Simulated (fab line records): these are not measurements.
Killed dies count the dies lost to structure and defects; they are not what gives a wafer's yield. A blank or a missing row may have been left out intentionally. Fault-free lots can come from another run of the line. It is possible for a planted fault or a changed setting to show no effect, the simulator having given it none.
Code-filled problem report in 8D (eight disciplines) form	flow sfq_line	the parts of the form that need people (team, actions taken, sign-off) are left out

1. WHAT WENT WRONG
Wafers without a fault read 180.1 W with a standard deviation of 0.86, while rf_fwd_power_W at SFQ_TRILAYER_L0_CAP_PECVD_011 averages 252.9 W across 2 wafers of 1 lot. Measured from the usual mean, that is +85 standard deviations.
The step: deposits SiO2 from SiH4/N2O, time 13.333 s, target thk 60 nm.
First observed at day 7 12:52: wafer L881.3, on pecvd-02. The record holds 39 wafers of 13 lots with a number at this step. The rule behind "out" and "out of limits": a value lying over 4 standard deviations away from the usual mean. The rest of the wafers with a number are treated as sound.

2. WHAT IT IS, AND WHAT IT ISN'T
question	is	is not
which readings at this step	rf_fwd_power_W, showerhead_vpp_V	throttle_valve_pct
which lots	L881	L869, L870, L871, L872, L873, L876, L877, L878, L880, L889, L890, L891
which wafers of those lots	L881.3, L881.6	L881.2
read on which tools	pecvd-02	pecvd-01, pecvd-04
when	from day 7 12:52	up to then (28 sound wafers); but 9 sound wafers of L889, L890, L891 came after

3. THE SUSPECTS, EACH WITH WHAT RULES IT OUT
Counting: if a tool at a process step up to the reading ran every lot that is out, it stays a suspect. Sound lots after the first of them don't rule it out here, since some wafers of a struck lot are sound.
- rie_metal-02 at SFQ_TRILAYER_L0_STRIP_STRIP_009 (strips in O2): kept. It processed L881, the lot that is out, at day 7 12:05, and its most recent sound lot before then was L878 at day 6 16:53.
- pecvd-02 at SFQ_TRILAYER_L0_CAP_PECVD_011 (deposits SiO2 from SiH4/N2O, time 13.333 s, target thk 60 nm): kept. It processed L881, the lot that is out, at day 7 12:52, and its most recent sound lot before then was L878 at day 6 17:41. Out on those wafers are its own readings of rf_fwd_power_W, showerhead_vpp_V.
- The sound lot-mates ran in chamber 0 of pecvd-02 at SFQ_TRILAYER_L0_CAP_PECVD_011, but the wafers that are out ran in chamber 1.
What counting leaves: rie_metal-02 at SFQ_TRILAYER_L0_STRIP_STRIP_009 and pecvd-02 at SFQ_TRILAYER_L0_CAP_PECVD_011.

4. THE CAUSE (what the simulator had put in)
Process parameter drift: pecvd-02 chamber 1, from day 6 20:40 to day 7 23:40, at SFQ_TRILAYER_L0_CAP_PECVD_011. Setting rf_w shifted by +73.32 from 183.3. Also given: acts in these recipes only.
This tool is one of the 2 suspects left after counting.

5. THE EFFECT CHAIN, in route order
One row per reading whose mean, taken over the struck wafers that have a number, lies over 3 standard deviations from the usual. Only readings whose record carries a usual standard deviation are examined. hours: median over the lots of the time between each lot's start at the first step of this table that gives one and its start at this step. sigmas: the change, counted in usual standard deviations.
hours	step	reading	usual	on struck wafers	change	sigmas
0	SFQ_TRILAYER_L0_CAP_PECVD_011	heater_power_w	79 W	35	-44	-3.4
0	SFQ_TRILAYER_L0_CAP_PECVD_011	rf_fwd_power_W	180.1 W	252.9	+72.8	+85
0	SFQ_TRILAYER_L0_CAP_PECVD_011	showerhead_vpp_V	847 V	1061	+214	+5.1
104	SFQ_TRILAYER_L0_VIA_ETCH_VIA_ETCH_016	oes_product_au	0.843 a.u.	0.884	+0.041	+5.5
Process steps it contains:
- SFQ_TRILAYER_L0_CAP_PECVD_011: deposits SiO2 from SiH4/N2O, time 13.333 s, target thk 60 nm.
- SFQ_TRILAYER_L0_VIA_ETCH_VIA_ETCH_016: etches SiO2 in CHF3, stops on MoNx KI, target depth 80 nm.
At these later measuring or inspecting steps, every struck wafer for which the step has a row has a number for every such reading, and none has moved that far: SFQ_I1_BOW_MEAS_912.

6. HOW IT WOULD HAVE BEEN CAUGHT EARLIER
In this record no reading fell out of limits until day 7 12:52, 16 hours after the fault had begun at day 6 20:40.
